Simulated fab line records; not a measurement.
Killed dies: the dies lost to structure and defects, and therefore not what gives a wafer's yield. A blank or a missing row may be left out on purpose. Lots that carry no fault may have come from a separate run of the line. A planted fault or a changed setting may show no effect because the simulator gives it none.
Which tool is to blame? ; flow gf180mcu ; 36 wafers from 12 lots sampled at 3 of the route's 602 steps

== WHAT THE GAUGES READ, wafer by wafer ==
GF_V4_RS_MEAS_24: measurement is done with a four-point probe.
lot;measured;on;V4_W_RS (ohm/sq)
L075;day 24 17:19;film_metro-04;0.324 0.328 0.330
L077;day 25 12:22;film_metro-04;0.328 0.330 0.319
L079;day 26 05:26;film_metro-01;0.328 0.325 0.330
L081;day 26 23:23;film_metro-03;0.320 0.325 0.322
L083;day 27 14:11;film_metro-01;0.333 0.328 0.332
L085;day 27 20:40;film_metro-04;0.328 0.330 0.326
L087;day 28 16:02;film_metro-01;0.324 0.332 0.333
L089;day 29 09:28;film_metro-03;0.325 0.326 0.331
L091;day 30 03:42;film_metro-01;0.323 0.321 0.333
L093;day 30 20:59;film_metro-01;0.320 0.333 0.317
L095;day 31 01:58;film_metro-03;0.320 0.320 0.331
L097;day 31 13:36;film_metro-01;0.323 0.329 0.326

== TOOL THAT RAN EACH LOT (tool first, then ch and the chambers of the sampled wafers, then the start) ==
lot;GF_V3_SPUTTER_22;GF_V4_SPUTTER_21
L075;pvd_sputter-02, day 22 16:23;pvd_sputter-04, day 24 17:05
L077;pvd_sputter-01, day 23 13:47;pvd_sputter-01, day 25 12:08
L079;pvd_sputter-02, day 24 07:14;pvd_sputter-03, day 26 05:11
L081;pvd_sputter-02, day 25 01:29;pvd_sputter-04, day 26 23:10
L083;pvd_sputter-01, day 25 17:44;pvd_sputter-01, day 27 13:58
L085;pvd_sputter-04, day 26 00:36;pvd_sputter-04, day 27 20:23
L087;pvd_sputter-04, day 26 21:36;pvd_sputter-01, day 28 15:50
L089;pvd_sputter-01, day 27 15:33;pvd_sputter-01, day 29 09:14
L091;pvd_sputter-02, day 28 10:33;pvd_sputter-01, day 30 03:29
L093;pvd_sputter-02, day 29 04:50;pvd_sputter-01, day 30 20:47
L095;pvd_sputter-02, day 29 10:28;pvd_sputter-03, day 31 01:45
L097;pvd_sputter-01, day 29 22:04;pvd_sputter-04, day 31 13:22
- GF_V3_SPUTTER_22: material TiN, target thk 10 nm, time 40 s.
- GF_V4_SPUTTER_21: material Ti, target thk 15 nm, time 80.02 s.

== THE ANSWER, worked out from the rows above alone ==
Rule: usual is defined by the lots themselves. The widest of any qualifying gaps counts: lots, ordered by their means at a reading, are off when they make up no more than a third of the lots, leave a main group of 4 or more, and stand apart from it by 3 or more times the standard deviation of that group's means. A main group whose means are all the same, to the digits that the tables above print for the reading, isn't used. Also off: a lot with no number at a reading for which 4 or more lots have one. The other lots that the step has rows for count as sound.
None of the lots is off at any reading shown; this tells nothing.

== WHAT WAS PUT IN BY THE SIMULATOR ==
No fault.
